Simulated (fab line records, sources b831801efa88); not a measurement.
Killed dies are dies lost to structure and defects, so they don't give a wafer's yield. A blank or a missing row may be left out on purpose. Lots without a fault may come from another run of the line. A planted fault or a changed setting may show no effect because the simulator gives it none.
Which tool did it? | flow sky130 | 11 lots, 33 wafers sampled, at 3 steps of a route of 708

WHAT THE GAUGES READ, wafer by wafer
SKY_PASSIVATION_THK_MEAS_01.
lot  | measured     | on            | PASSIVATION_CVD_00_THK (nm)
L816 | day 45 12:44 | film_metro-01 | 90.6 90.3 91.8
L817 | day 45 12:35 | film_metro-04 | 89.2 90.6 92.0
L818 | day 45 09:53 | film_metro-04 | 90.0 91.2 92.5
L819 | day 45 13:17 | film_metro-03 | 90.6 91.1 92.1
L820 | day 45 12:55 | film_metro-04 | 89.7 90.7 92.0
L821 | day 45 13:17 | film_metro-01 | 89.6 91.1 92.4
L829 | day 47 11:17 | film_metro-03 | 91.5 92.1 91.8
L830 | day 48 05:24 | film_metro-04 | 91.7 90.4 92.7
L831 | day 48 00:52 | film_metro-01 | 91.0 92.9 93.2
L836 | day 49 08:24 | film_metro-03 | 90.5 92.3 91.4
L839 | day 49 08:19 | film_metro-04 | 90.5 92.3 92.1

WHICH TOOL RAN EACH LOT (tool, then ch and the chambers of the sampled wafers, then the start)
lot  | SKY_FIELD_ISO_CVD_24            | SKY_METAL5_SPUTTER_03
L816 | hdpcvd-01 ch 0,1,2, day 2 11:01 | pvd_sputter-02, day 44 13:55
L817 | hdpcvd-02 ch 0,1,2, day 2 15:34 | pvd_sputter-04, day 44 13:34
L818 | hdpcvd-02 ch 0,1, day 2 19:38   | pvd_sputter-02, day 44 11:43
L819 | hdpcvd-02 ch 0,1, day 2 23:55   | pvd_sputter-01, day 44 15:07
L820 | hdpcvd-01 ch 0,1, day 3 06:14   | pvd_sputter-02, day 44 14:33
L821 | hdpcvd-01 ch 0,1, day 3 10:37   | pvd_sputter-04, day 44 14:52
L829 | hdpcvd-01 ch 0,2, day 5 07:31   | pvd_sputter-02, day 46 12:28
L830 | hdpcvd-02 ch 0,2, day 5 12:52   | pvd_sputter-02, day 47 08:50
L831 | hdpcvd-01 ch 0,1,2, day 5 12:52 | pvd_sputter-02, day 47 04:13
L836 | hdpcvd-02 ch 0,1, day 6 15:57   | pvd_sputter-04, day 48 13:04
L839 | hdpcvd-02 ch 0,1, day 7 08:05   | pvd_sputter-02, day 48 12:59
- SKY_FIELD_ISO_CVD_24: deposits SiO2, target thk 595 nm, time 99.2 s.
- SKY_METAL5_SPUTTER_03: material Ti, target thk 5 nm, time 3.3 s.

WHAT THE TOOLS THEMSELVES READ (means of the sampled wafers that have a number; where no wafer has one, the mark that the record gives instead)
SKY_FIELD_ISO_CVD_24.
lot  | tool      | sih4_flow_sccm (sccm)
L816 | hdpcvd-01 | 60.10
L817 | hdpcvd-02 | 59.80
L818 | hdpcvd-02 | 60.08
L819 | hdpcvd-02 | 60.02
L820 | hdpcvd-01 | 59.83
L821 | hdpcvd-01 | 59.95
L829 | hdpcvd-01 | 60.15
L830 | hdpcvd-02 | 59.87
L831 | hdpcvd-01 | 60.04
L836 | hdpcvd-02 | 60.03
L839 | hdpcvd-02 | 59.88

SKY_METAL5_SPUTTER_03.
lot  | tool           | throttle_valve_pct (%)
L816 | pvd_sputter-02 | 30.2
L817 | pvd_sputter-04 | 29.9
L818 | pvd_sputter-02 | 30.5
L819 | pvd_sputter-01 | 28.9
L820 | pvd_sputter-02 | 30.2
L821 | pvd_sputter-04 | 30.3
L829 | pvd_sputter-02 | 30.7
L830 | pvd_sputter-02 | 31.3
L831 | pvd_sputter-02 | 30.5
L836 | pvd_sputter-04 | 29.8
L839 | pvd_sputter-02 | 30.7

THE ANSWER, worked out from the rows above alone
Rule: what is usual is taken from the lots themselves. Put in order of their means at a reading, lots are off if they are a third of the lots or fewer, leave a main group of 4 or more, and stand apart from it by a gap of 3 or more times the standard deviation of the main group's means; of several such gaps the widest counts. A main group whose means are all the same, to the digits that the tables above print for the reading, isn't used. A lot without any number at a reading at which 4 lots or more have one is off too. The other lots that the step has rows for count as sound. The gauges are gone through in route order, then the tools' own readings, and for those a lot's mean is taken as printed above. The first step at which some lot is off is used, and at that step the reading that is off furthest; a lot without a number counts as furthest.
No lot is off at any reading shown: from this, nothing can be told.

WHAT THE SIMULATOR HAD PUT IN
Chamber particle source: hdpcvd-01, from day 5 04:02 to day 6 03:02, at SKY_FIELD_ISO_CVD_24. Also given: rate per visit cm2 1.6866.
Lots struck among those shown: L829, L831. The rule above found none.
